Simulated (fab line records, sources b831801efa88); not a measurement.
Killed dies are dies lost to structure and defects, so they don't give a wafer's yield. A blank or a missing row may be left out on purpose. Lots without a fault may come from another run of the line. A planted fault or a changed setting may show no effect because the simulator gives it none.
Which tool did it? | flow sky130 | 12 lots, 36 wafers sampled, at 4 steps of a route of 708

WHAT THE GAUGES READ, wafer by wafer
SKY_LDD_LDN_TW_MEAS_13. Usual: LDD_LDN_TW 1477, standard deviation 9.4.
lot  | measured     | on            | LDD_LDN_TW     | flag
L406 | day 23 06:07 | film_metro-03 | 1492 1492 1487 |
L407 | day 23 07:11 | film_metro-03 | 1493 1497 1486 |
L408 | day 23 20:10 | film_metro-03 | 1489 1490 1497 |
L411 | day 25 02:16 | film_metro-01 | 1469 1471 1467 |
L410 | day 25 03:31 | film_metro-01 | 1466 1478 1470 |
L413 | day 26 11:37 | film_metro-04 | 1478 1483 1488 |
L416 | day 27 05:24 | film_metro-03 | 1476 1482 1475 |
L417 | day 27 14:09 | film_metro-03 | 1477 1479 1483 |
L423 | day 29 05:28 | film_metro-04 | 1531 1534 1531 | OFF
L426 | day 30 01:07 | film_metro-01 | 1545 1539 1544 | OFF
L427 | day 30 08:10 | film_metro-01 | 1479 1482 1476 |
L429 | day 30 22:39 | film_metro-03 | 1491 1489 1487 |

SKY_LI_CONTACT_RS_MEAS_22: measures by four-point-probe. Usual: LI_CONTACT_W_RS 0.284 ohm/sq, standard deviation 0.0043.
lot  | measured     | on            | LI_CONTACT_W_RS (ohm/sq) | flag
L406 | day 29 15:29 | film_metro-02 | 0.284 0.283 0.276        |
L407 | day 29 16:18 | film_metro-04 | 0.284 0.285 0.287        |
L408 | day 30 03:43 | film_metro-02 | 0.285 0.278 0.284        |
L411 | day 31 07:59 | film_metro-04 | 0.285 0.285 0.285        |
L410 | day 31 08:29 | film_metro-02 | 0.284 0.283 0.279        |
L413 | day 32 14:06 | film_metro-02 | 0.279 0.283 0.275        |
L416 | day 33 05:11 | film_metro-03 | 0.291 0.290 0.288        |
L417 | day 33 14:47 | film_metro-03 | 0.276 0.285 0.277        |
L423 | day 35 02:53 | film_metro-03 | 0.277 0.283 0.287        |
L426 | day 35 21:57 | film_metro-04 | 0.279 0.287 0.289        |
L427 | day 36 03:41 | film_metro-03 | 0.281 0.280 0.287        |
L429 | day 36 17:23 | film_metro-03 | 0.282 0.285 0.287        |

SKY_CONTACT_THK_MEAS_01. Usual: CONTACT_CVD_00_THK 75.0 nm, standard deviation 0.81.
lot  | measured     | on            | CONTACT_CVD_00_THK (nm) | flag
L406 | day 30 20:52 | film_metro-03 | 75.0 75.5 76.1          |
L407 | day 30 22:16 | film_metro-03 | 73.6 75.7 74.9          |
L408 | day 31 09:45 | film_metro-04 | 73.8 75.4 74.6          |
L411 | day 32 13:04 | film_metro-01 | 74.4 75.0 76.2          |
L410 | day 32 14:04 | film_metro-04 | 73.5 74.3 74.6          |
L413 | day 33 18:43 | film_metro-04 | 74.9 74.8 74.0          |
L416 | day 34 09:14 | film_metro-01 | 74.5 74.4 73.5          |
L417 | day 34 20:27 | film_metro-01 | 75.2 74.0 75.5          |
L423 | day 36 06:47 | film_metro-04 | 74.7 74.1 75.4          |
L426 | day 37 01:24 | film_metro-03 | 74.3 75.2 75.7          |
L427 | day 37 07:17 | film_metro-04 | 74.9 76.1 75.5          |
L429 | day 37 20:37 | film_metro-03 | 75.6 76.4 76.3          |

WHICH TOOL RAN EACH LOT (tool, then ch and the chambers of the sampled wafers, then the start)
lot  | SKY_LDD_LDN_IMPLANT_11
L406 | implanter-02 ch 0, day 23 05:53
L407 | implanter-03 ch 0, day 23 06:57
L408 | implanter-02 ch 0, day 23 19:55
L411 | implanter-02 ch 0, day 25 02:01
L410 | implanter-02 ch 0, day 25 03:16
L413 | implanter-03 ch 0, day 26 11:23
L416 | implanter-01 ch 0, day 27 05:09
L417 | implanter-01 ch 0, day 27 13:54
L423 | implanter-02 ch 0, day 29 05:15
L426 | implanter-02 ch 0, day 30 00:54
L427 | implanter-03 ch 0, day 30 07:55
L429 | implanter-01 ch 0, day 30 22:24
- SKY_LDD_LDN_IMPLANT_11

WHAT THE TOOLS THEMSELVES READ (means of the sampled wafers that have a number; where no wafer has one, the mark that the record gives instead)
SKY_LDD_LDN_IMPLANT_11. Usual: dose_ions_cm2 1.2501e+13, standard deviation 1.3e+10; faraday_current_uA 70.5, standard deviation 1.3.
lot  | tool         | dose_ions_cm2 | faraday_current_uA | flag
L406 | implanter-02 | 1.2505e+13    | 70.9               |
L407 | implanter-03 | 1.2496e+13    | 71.2               |
L408 | implanter-02 | 1.2505e+13    | 69.0               |
L411 | implanter-02 | 1.2520e+13    | 71.2               |
L410 | implanter-02 | 1.2489e+13    | 69.7               |
L413 | implanter-03 | 1.2508e+13    | 71.4               |
L416 | implanter-01 | 1.2497e+13    | 71.4               |
L417 | implanter-01 | 1.2503e+13    | 69.6               |
L423 | implanter-02 | 2.0749e+13    | 117.6              | OFF
L426 | implanter-02 | 2.0777e+13    | 117.8              | OFF
L427 | implanter-03 | 1.2517e+13    | 71.1               |
L429 | implanter-01 | 1.2498e+13    | 69.8               |

THE ANSWER, worked out from the rows above alone
Rule: a lot is off if the mean of its wafers that have a number lies more than 3 standard deviations from the usual mean. A lot without any number at a reading at which 4 lots or more have one is off too. The other lots that the step has rows for count as sound. The gauges are gone through in route order, then the tools' own readings, and for those a lot's mean is taken as printed above. The first step at which some lot is off is used, and at that step the reading that is off furthest; a lot without a number counts as furthest.
Off: L423, L426, at SKY_LDD_LDN_TW_MEAS_13 (LDD_LDN_TW).
A tool fits if, at a process step before that reading, it ran every lot that is off, and no sound lot after the first of them. The gauges at SKY_LDD_LDN_TW_MEAS_13 aren't tried: what is off there is off at SKY_LDD_LDN_IMPLANT_11 too, on other tools, and a gauge's error can't cause that. One fits: implanter-02 at SKY_LDD_LDN_IMPLANT_11. Its last sound lot is L410 (day 25 03:16), its first lot that is off L423 (day 29 05:15): a fault that began between those two fits.
The tool's own readings at SKY_LDD_LDN_IMPLANT_11 bear it out: on the lots that are off they differ by more than 5 times the standard deviation of the sound lots' means. dose_ions_cm2 reads 2.0763e+13 there against 1.2504e+13 on the sound lots; faraday_current_uA reads 117.7 there against 70.5 on the sound lots.

WHAT THE SIMULATOR HAD PUT IN
Process parameter drift: implanter-02, from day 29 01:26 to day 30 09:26, at SKY_LDD_LDN_IMPLANT_11. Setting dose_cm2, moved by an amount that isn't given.
Lots struck among those shown: L423, L426. The rule above found the same.
